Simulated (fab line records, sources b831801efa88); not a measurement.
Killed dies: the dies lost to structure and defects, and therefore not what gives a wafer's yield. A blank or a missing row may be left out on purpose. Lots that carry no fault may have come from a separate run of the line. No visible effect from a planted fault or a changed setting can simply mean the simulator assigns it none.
A struck lot beside a sound one + flow sky130 + 19 out of 708 route steps
Sound: the wafers L218.4, L218.5, L218.6. Wafers struck: L220.1, L220.4, L220.5. At the end, the cause is stated.
For every step that has rows: the tool of each side, followed by ch and its chambers, followed by its first start. Under that, the readings that differ: sound wafers + struck wafers + difference of the means + sigmas: that difference in standard deviations of wafers without a fault.
alike: same words and numbers on both sides, and readings whose means sit less than 2 such deviations apart. not compared: any withheld reading, any reading some wafer has no value for, any bound like >300 that may hide the same value, and any number with overlapping values for which the record gives no deviation.
A row with sigmas, a row that says differs or no value, or rows on one side alone: a step with any of these is where the two part. Numbers that don't overlap but have no deviation are shown without sigmas and don't part them. A reading missing from all wafers of one side parts the sides only when that side holds two or more wafers.

first, 2 steps without rows for these wafers: SKY_GATE_OXIDE_IMPLANT_11; SKY_GATE_OXIDE_WET_ETCH_12 (etches SiO2 in dHF, target depth 16.8 nm, time 336 s).
SKY_GATE_OXIDE_STRIP_13: strips in O2/N2.
  sound on plasmaAsher-02 ch 0,1, day 14 20:22; struck on plasmaAsher-03 ch 0,1, day 15 10:16
  alike: drypumpMotorCurrentA, oesProductAu, stripTimeToEndpointS
  not compared: rfHoursCounterH
SKY_GATE_OXIDE_TW_MEAS_14:
  struck on filmMetro-01, day 15 10:22; sound on filmMetro-01, day 14 20:28
  alike: GATE_OXIDE_TW
then, 3 steps without rows for these wafers: SKY_GATE_OXIDE_CLEAN_15 (cleans in SC1/SC2, time 150 s); SKY_GATE_OXIDE_OXIDATION_16 (stabilise 600 s, purge 300 s, target thk 3.57 nm); SKY_POLY_GATE_CVD_00 (deposits poly-Si, target thk 180 nm, time 720 s).
SKY_POLY_GATE_THK_MEAS_01:
  struck on filmMetro-01, day 15 13:40; sound on filmMetro-01, day 14 23:22
  alike: POLY_GATE_CVD_00_THK
then, 4 steps without rows for these wafers: SKY_RES_PROTECT_DEHYDRATE_00 (time 60 s); SKY_RES_PROTECT_HMDS_01 (prime time 60 s); SKY_RES_PROTECT_COAT_02 (resist thk 1140 nm); SKY_RES_PROTECT_SOFTBAKE_03 (time 60 s).
SKY_RES_PROTECT_EXPOSE_04: exposes mask RPM, target cd 1270 nm.
  sound on ilineStepper-01 ch 0, day 15 12:53; struck on ilineStepper-02 ch 0, day 16 02:54
| reading | sound             | struck            | difference | sigmas |
|---------|-------------------|-------------------|------------|--------|
| mask    | RPM#0 RPM#0 RPM#0 | NTM#0 NTM#0 NTM#0 | differs    |        |
then, 3 steps without rows for these wafers: SKY_RES_PROTECT_PEB_05; SKY_RES_PROTECT_DEVELOP_06 (develop time 60 s); SKY_POLY_GATE_IMPLANT_02.
SKY_RES_PROTECT_STRIP_07: strips in O2/N2.
  sound on plasmaAsher-02 ch 0,1, day 16 02:01; struck on plasmaAsher-03 ch 0,1, day 16 16:37
  alike: drypumpMotorCurrentA, oesProductAu, stripTimeToEndpointS
  not compared: rfHoursCounterH
SKY_RES_PROTECT_TW_MEAS_08:
  struck on filmMetro-02, day 16 16:57; sound on filmMetro-02, day 16 02:07
| reading      | sound          | struck   | difference | sigmas      |
|--------------|----------------|----------|------------|-------------|
| POLY_GATE_TW | 3966 3988 3987 | 30 30 30 | -3950      | -99 or more |
  not compared: hold
SKY_PAD_OPEN_PROBE_99:
  rows exist in the record for the sound wafers here (prober-02, day 46 08:47), none for the struck ones

## WHERE THEY PART
At SKY_RES_PROTECT_EXPOSE_04 first; at SKY_PAD_OPEN_PROBE_99 last (within this record only).

WHY: the cause the simulator had injected
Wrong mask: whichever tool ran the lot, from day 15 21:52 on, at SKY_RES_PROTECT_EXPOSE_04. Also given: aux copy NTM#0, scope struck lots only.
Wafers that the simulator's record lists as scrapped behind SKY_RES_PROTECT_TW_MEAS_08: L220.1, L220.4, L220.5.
